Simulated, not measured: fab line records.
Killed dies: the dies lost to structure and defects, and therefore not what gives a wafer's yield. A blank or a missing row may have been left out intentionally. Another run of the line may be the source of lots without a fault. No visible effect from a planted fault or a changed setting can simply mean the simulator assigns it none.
A struck lot beside a sound one    flow sky130    18 steps out of a route of 708
Sound: these wafers, L209.2, L209.3, L209.4. Wafers L203.4, L203.5, L203.6 were the ones struck. At the end, the cause is stated.
Each step with rows lists, per side, the tool, then ch with its chambers, then its first start. Under that, the readings that differ: sound wafers    struck wafers    difference of the means    sigmas: that difference in standard deviations of wafers without a fault.
alike: readings whose means differ by less than 2 such deviations, and words and numbers that are the same on both sides. not compared: withheld readings, readings that some wafer has no value for, bounds like >300 that may hide the same value, and numbers for which the record gives no deviation and whose values overlap.
The two part at a step that has a row with sigmas, a row that says differs or no value, or rows on one side only. When numbers do not overlap yet have no deviation, they are printed without sigmas and do not part them. A reading missing from all wafers of one side parts the sides only when that side holds two or more wafers.

first, 2 steps without rows for these wafers: SKY_CONTACT_PEB_12; SKY_CONTACT_DEVELOP_13 (develop time 60 s).
SKY_CONTACT_CD_MEAS_14 targets a cd of 170 nm.
  sound on cd sem-01, day 36 07:56; struck on cd sem-02, day 34 17:04
  alike: cd nm
SKY_CONTACT_OVL_MEAS_15:
  sound on overlay-02, day 36 08:02; struck on overlay-01, day 34 17:08
reading           sound   struck       difference  sigmas
CONTACT_OVL (nm)  1 8 -1  -11 -20 -14  -18         -3
SKY_CONTACT_ETCH_16: etches BARC in N2/H2, stops on SiO2, time 45.9 s, target depth 60 nm.
  sound on rie diel-02 ch 0,1,2, day 36 08:04; struck on rie diel-04 ch 0,3, day 34 17:10
  alike: drypump motor current A, oes product au, throttle valve pct
  not compared: rf hours counter h
then, 1 step without rows for these wafers: SKY_CONTACT_ETCH_17 (etches SiO2 in C4F8/O2/Ar, stops on Si3N4, target depth 340 nm).
SKY_CONTACT_ETCH_18: etches Si3N4 in CHF3/O2, stops on TiN, time 39 s, target depth 75 nm.
  sound on rie diel-02 ch 0,1,2; struck on rie diel-04 ch 0,3
  alike: drypump motor current A, oes product au, throttle valve pct
  not compared: rf hours counter h
SKY_CONTACT_STRIP_19: strips in O2/N2.
  sound on plasma asher-03 ch 0,1, day 36 08:12; struck on plasma asher-04 ch 0,1, day 34 17:19
  alike: drypump motor current A, oes product au, strip time to endpoint s
  not compared: rf hours counter h
then, 3 steps without rows for these wafers: SKY_CONTACT_STRIP_20 (strips in post etch residue remover, time 1200 s); SKY_CONTACT_CLEAN_21 (cleans in IPA, time 180 s); SKY_CONTACT_CLEAN_22 (cleans in O3/DIW).
SKY_CONTACT_SPUTTER_23: material TiN, target thk 20 nm, time 80 s.
  sound on pvd sputter-03, day 36 08:48; struck on pvd sputter-04, day 34 18:26
  alike: throttle valve pct
SKY_CONTACT_CVD_24: deposits W, target thk 340 nm, time 102.12 s.
  sound on cvd w-02 ch 0,1, day 36 08:52; struck on cvd w-01 ch 0,1, day 34 18:32
reading                                sound              struck             difference  sigmas
model.W_of_CONTACT_CVD_24.thk nm (nm)  335.5 335.2 331.4  252.5 258.2 251.7  -79.9       
  alike: heater power w, susceptor temp C
SKY_CONTACT_RS_MEAS_25: uses a four-point probe to measure.
  sound on film metro-01, day 36 08:59; struck on film metro-02, day 34 18:41
reading                sound              struck             difference  sigmas
CONTACT_W_RS (ohm/sq)  0.342 0.342 0.346  0.457 0.445 0.458  +0.110      +25
SKY_CONTACT_THK_MEAS_26: measures by xrf.
  sound on film metro-01, day 36 09:06; struck on film metro-02, day 34 18:46
reading             sound        struck       difference  sigmas
CONTACT_W_THK (nm)  336 337 334  252 257 250  -83         -17
SKY_CONTACT_CMP_27: polishes, stops on SiO2, t overpolish 15 s, target thk 0 nm.
  sound on cmp-02 ch 0,1,3, day 36 09:09; struck on cmp-01 ch 1,2,3, day 34 18:57
reading                 sound     struck    difference  sigmas
time to endpoint s (s)  88 85 82  67 71 59  -19         -5
  alike: motor current A, slurry flow ml min
SKY_METAL1_SPUTTER_00: material Ti, target thk 15 nm, time 10 s.
  sound on pvd sputter-04, day 36 09:27; struck on pvd sputter-01, day 34 19:06
  alike: throttle valve pct
-- the record jumps here: 13 days lie between the struck wafers' starts before and after (it left off in module METAL1 and takes up again in module PAD_OPEN, whose first step shown is number 708 of the route) --
SKY_PAD_OPEN_PROBE_99:
  sound on prober-02, day 49 07:17; struck on prober-02, day 48 07:01
  alike: killed_at_M0_to_M3, killed_at_M4_up, killed at contacts, killed at front end, killed at other, killed dies, killed open, killed short

WHERE THEY PART
First at SKY_CONTACT_OVL_MEAS_15; last, within this record, at SKY_CONTACT_CMP_27. Later steps at which nothing parts them and some readings are alike: SKY_METAL1_SPUTTER_00, SKY_PAD_OPEN_PROBE_99.

WHY: whatever the simulator had introduced
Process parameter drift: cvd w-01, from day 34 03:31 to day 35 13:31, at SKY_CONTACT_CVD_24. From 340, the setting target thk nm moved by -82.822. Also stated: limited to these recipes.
